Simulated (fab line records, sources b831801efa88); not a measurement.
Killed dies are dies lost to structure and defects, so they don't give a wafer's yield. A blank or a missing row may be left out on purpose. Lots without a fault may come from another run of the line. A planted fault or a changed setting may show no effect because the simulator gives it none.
One fault seen from 2 desks | flow gf180mcu | each desk has only its own numbers; what lay behind them comes last

THE TOOL OWNER'S DESK: plasma_asher-04
The tool's own readings at GF_VT_IMPLANT_STRIP_31 (strips in O2/N2): means of the sampled wafers that have a number, for each lot that ran on this tool. A lot is out of limits, marked OUT, if its mean lies more than 4 standard deviations from the usual mean; the brackets give that distance.
Columns: A = chamber_pressure_mTorr at GF_VT_IMPLANT_STRIP_31, usual 1500.0 mTorr; B = drypump_motor_current_A at GF_VT_IMPLANT_STRIP_31, usual 5.6 A; C = heater_power_w at GF_VT_IMPLANT_STRIP_31, usual 328 W; D = oes_product_au at GF_VT_IMPLANT_STRIP_31, usual 0.716 a.u.; E = strip_time_to_endpoint_s at GF_VT_IMPLANT_STRIP_31, usual 12.65 s
lot  | first seen here | A                        | B   | C   | D                | E
L818 | day 6 22:59     | 1499.0                   | 5.9 | 341 | 0.714            | 12.69
L820 | day 7 09:08     | 1500.7                   | 6.1 | 347 | 0.719            | 12.60
L829 | day 9 20:51     | 1300.6 (-99 or more) OUT | 5.9 | 348 | 0.692 (-5.5) OUT | 13.33 (+21) OUT
L830 | day 10 03:05    | 1400.2 (-77) OUT         | 5.6 | 338 | 0.701            | 12.98 (+10) OUT
L832 | day 10 16:51    | 1299.7 (-99 or more) OUT | 5.9 | 341 | 0.691 (-5.9) OUT | 13.28 (+19) OUT
This desk's finding: out of limits on L829, L830, L832; first on L829, day 9 20:51 (chamber_pressure_mTorr at GF_VT_IMPLANT_STRIP_31). In limits: L818, L820.

THE METROLOGY DESK
What the gauges read, lot by lot, whatever tool the lot ran on: means of the sampled wafers that have a number. A lot is out of limits, marked OUT, if its mean lies more than 4 standard deviations from the usual mean; the brackets give that distance.
Columns: A = STI_CVD_23_THK at GF_STI_THK_MEAS_24, usual 647 nm; B = VT_IMPLANT_TW at GF_VT_IMPLANT_TW_MEAS_10, usual 562; C = HV_LDD_03_OVL at GF_HV_LDD_OVL_MEAS_47, usual 0.1 nm
lot  | first seen here | A   | B   | C
L818 | day 2 04:26     | 650 | 565 | 2.2
L819 | day 2 09:47     | 639 | 574 | 0.4
L820 | day 2 13:51     | 648 | 565 | -0.0
L829 | day 4 11:31     | 652 | 562 | 1.0
L830 | day 4 17:19     | 648 | 568 | -0.9
L832 | day 5 04:25     | 639 | 566 | 1.9
L833 | day 5 08:46     | 648 | 555 | -0.2
L834 | day 5 13:45     | 649 | 560 | 1.1
L835 | day 5 18:56     | 649 | 559 | -3.5
L837 | day 6 05:10     | 643 | 568 | 1.1
L838 | day 6 09:45     | 658 | 563 | 1.1
L839 | day 6 15:29     | 649 | 562 | 0.5
L840 | day 6 22:02     | 647 | 557 | -1.3
L841 | day 7 02:25     | 656 | 556 | 1.8
This desk's finding: nothing out of limits on any of the 14 lots.

PUT TOGETHER
The tool owner's desk could have raised an alarm at day 9 20:51, on L829, L830, L832.
The metrology desk saw nothing out of limits.
The metrology desk has L829, L830, L832 on record, within its limits.
Of the lots named, all ran GF_VT_IMPLANT_STRIP_31 on plasma_asher-04.

WHAT THE SIMULATOR HAD PUT IN
Process parameter drift: plasma_asher-04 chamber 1, from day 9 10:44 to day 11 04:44, at GF_VT_IMPLANT_STRIP_31. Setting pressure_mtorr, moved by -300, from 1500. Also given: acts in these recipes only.
Lots struck among those shown: L829, L830, L832.
Hours from the fault's start to each desk's first reading out of limits: the tool owner's desk, 10.
